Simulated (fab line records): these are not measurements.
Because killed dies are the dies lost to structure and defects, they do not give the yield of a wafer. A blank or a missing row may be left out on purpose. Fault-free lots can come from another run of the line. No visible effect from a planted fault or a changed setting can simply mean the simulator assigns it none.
A struck lot beside a sound one || flow sky130 || 18 out of 708 route steps
Sound: the wafers L560.2, L560.4, L560.6. The struck wafers were L566.3, L566.5, L566.6. The cause comes at the end.
Order at every step that has rows: each side's tool, ch and its chambers, its first start. Under that, the readings that differ: sound wafers || struck wafers || difference of the means || sigmas: that difference in standard deviations of wafers without a fault.
alike: same words and numbers on both sides, and readings whose means sit less than 2 such deviations apart. not compared: any withheld reading, any reading some wafer has no value for, any bound like >300 that may hide the same value, and any number with overlapping values for which the record gives no deviation.
Wherever a step has rows on one side only, a row that says differs or no value, or a row with sigmas, the two part there. Numbers that have no deviation but don't overlap get no sigmas and don't part them. Lack of a reading on every wafer of one side parts them only where that side has two or more wafers.

SKY_LDD_HVP_STRIP_09: strips in O2/N2.
  sound on plasma asher-03 ch 0,1, day 21 18:44; struck on plasma asher-02 ch 0,1, day 24 13:43
  alike: drypump motor current A, oes product au, strip time to endpoint s
  not compared: rf hours counter h
SKY_LDD_HVP_TW_MEAS_10:
  sound on film metro-03 at day 21 18:50; struck on film metro-01 at day 24 13:48
  alike: LDD_HVP_TW
then, 7 steps without rows for these wafers: SKY_LDD_LDN_DEHYDRATE_00 (time 60 s); SKY_LDD_LDN_HMDS_01 (prime time 60 s); SKY_LDD_LDN_COAT_02 (resist thk 1140 nm); SKY_LDD_LDN_SOFTBAKE_03 (time 60 s); SKY_LDD_LDN_EXPOSE_04 (exposes mask LDNTM, target cd 700 nm); SKY_LDD_LDN_PEB_05; SKY_LDD_LDN_DEVELOP_06 (develop time 60 s).
SKY_LDD_LDN_OVL_MEAS_07:
  sound on overlay-02 at day 23 01:36; struck on overlay-02 at day 25 19:07
  alike: LDD_LDN_OVL
then, 2 steps without rows for these wafers: SKY_LDD_LDN_IMPLANT_08; SKY_LDD_LDN_IMPLANT_09.
SKY_LDD_LDN_IMPLANT_10:
  sound on implanter-03 ch 0, day 23 01:57; struck on implanter-04 ch 0, day 25 19:29
{"reading": "implant ion amu", "sound": "75 75 75", "struck": "31 31 31", "difference": -44, "sigmas": ""}
{"reading": "model.implant.rp nm (nm)", "sound": "12.25 12.25 12.25", "struck": "22.37 22.37 22.37", "difference": "+10.12", "sigmas": ""}
{"reading": "model.implant.drp nm (nm)", "sound": "5.933 5.933 5.933", "struck": "10.9 10.9 10.9", "difference": "+5.0", "sigmas": ""}
  alike: beam energy keV, rotation deg
then, 1 step without rows for these wafers: SKY_LDD_LDN_IMPLANT_11.
SKY_LDD_LDN_STRIP_12: strips in O2/N2.
  sound on plasma asher-01 ch 0,1, day 23 02:14; struck on plasma asher-04 ch 0,1, day 25 19:46
  alike: drypump motor current A, oes product au, strip time to endpoint s
  not compared: rf hours counter h
SKY_LDD_LDN_TW_MEAS_13:
  sound on film metro-04 at day 23 02:20; struck on film metro-02 at day 25 19:51
{"reading": "LDD_LDN_TW", "sound": "1494 1488 1485", "struck": "1414 1406 1413", "difference": -78, "sigmas": -10}
then, 1 step without rows for these wafers: SKY_LDD_LDN_CLEAN_14 (cleans in SC1/SC2, time 150 s).
-- a jump in the record: the struck wafers' starts before and after are 22 days apart (it breaks off in module LDD_LDN and resumes in module PAD_OPEN, where the first step shown is number 708 of the route) --
SKY_PAD_OPEN_PROBE_99:
  sound on prober-01 at day 45 21:28; struck on prober-01 at day 48 04:15
{"reading": "model.etest.tip sonos.rs ohm sq", "sound": "2632 2629 2654", "struck": "1926 1928 1926", "difference": -712, "sigmas": ""}
{"reading": "model.etest.sonos uncharged.r on ohm um", "sound": "790.8 802.4 802.8", "struck": "763.3 787.3 777.1", "difference": -22.8, "sigmas": ""}
{"reading": "model.etest.sonos programmed.off log10 a um", "sound": "-13.89 -14.03 -14.04", "struck": "-12.23 -12.44 -12.68", "difference": "+1.54", "sigmas": ""}
{"reading": "model.etest.sonos programmed.vt v (V)", "sound": "1.641 1.498 1.555", "struck": "1.314 1.242 1.289", "difference": -0.283, "sigmas": ""}
{"reading": "model.etest.sonos baked.vt v (V)", "sound": "1.081 0.9945 0.9929", "struck": "0.8492 0.7779 0.8104", "difference": -0.2103, "sigmas": ""}
{"reading": "model.etest.sonos uncharged.vt v (V)", "sound": "-0.443 -0.4774 -0.439", "struck": "-0.5397 -0.4967 -0.5008", "difference": -0.0593, "sigmas": ""}
  alike: killed_at_M0_to_M3, killed_at_M4_up, killed at contacts, killed at front end, killed at other, killed dies, killed open, killed short
  not compared: model.etest.sonos erased.vt v

== WHERE THEY PART ==
Only at SKY_LDD_LDN_TW_MEAS_13, within this record. Later steps at which nothing parts them and some readings are alike: SKY_PAD_OPEN_PROBE_99.

WHY: what had been put in by the simulator
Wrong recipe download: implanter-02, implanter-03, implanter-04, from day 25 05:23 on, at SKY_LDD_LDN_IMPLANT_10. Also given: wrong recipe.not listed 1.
